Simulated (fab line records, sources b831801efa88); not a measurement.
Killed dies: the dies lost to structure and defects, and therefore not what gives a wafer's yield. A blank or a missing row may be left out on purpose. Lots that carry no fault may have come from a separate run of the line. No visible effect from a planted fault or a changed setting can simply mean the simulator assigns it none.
Matching of chambers ; flow gf180mcu ; 4 sister chambers for GF_V3_CMP_26 on cmp-02
The step polishes, stops on SiO2, t overpolish 15 s, target thk 0 nm. 8 wafers are shown with their chamber, then 6 later ones without.

== WAFERS PAIRED WITH THEIR CHAMBERS ==
wafer;chamber;timeToEndpointS (s);motorCurrentA (A)
L258.1;3;88;10.2
L265.2;3;85;10.5
L279.2;0;89;10.9
L279.5;2;78;10.1
L279.6;1;91;9.8
L281.3;1;90;9.4
L281.4;2;78;9.7
L281.6;0;82;10.6

== WAFERS WHOSE CHAMBER IS MISSING ==
wafer;timeToEndpointS (s);motorCurrentA (A)
L280.4;86;11.0
L280.5;79;10.0
L280.6;84;11.2
L275.1;87;10.4
L275.2;88;10.3
L275.6;83;9.7

== THE CHAMBER EACH PASSED THROUGH ==
wafer;from the rows above;in truth
L280.4;can't be placed: 0 or 3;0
L280.5;2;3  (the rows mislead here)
L280.6;can't be placed: 0 or 3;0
L275.1;can't be placed: 3 or 0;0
L275.2;can't be placed: 3 or 0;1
L275.6;can't be placed: 2 or 1 or 3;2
Placed correctly: 0 of 6. These rows do not allow placing 5 (true chamber among the candidates in 4). Number placed wrongly: 1.
How it was worked out, from the rows above alone: a wafer's distance from a chamber is the root of the sum, over the readings, of the square of ((its reading less the chamber's mean) divided by the reading's scatter). If the next closest chamber is less than 2 further off than the closest, the wafer can't be placed; otherwise it belongs to the closest. For every chamber, the mean is computed from those of its wafers that are shown. The scatter: the root of (the sum of the squares of (reading less its chamber's mean) over the shown wafers, divided by (wafers less chambers)).
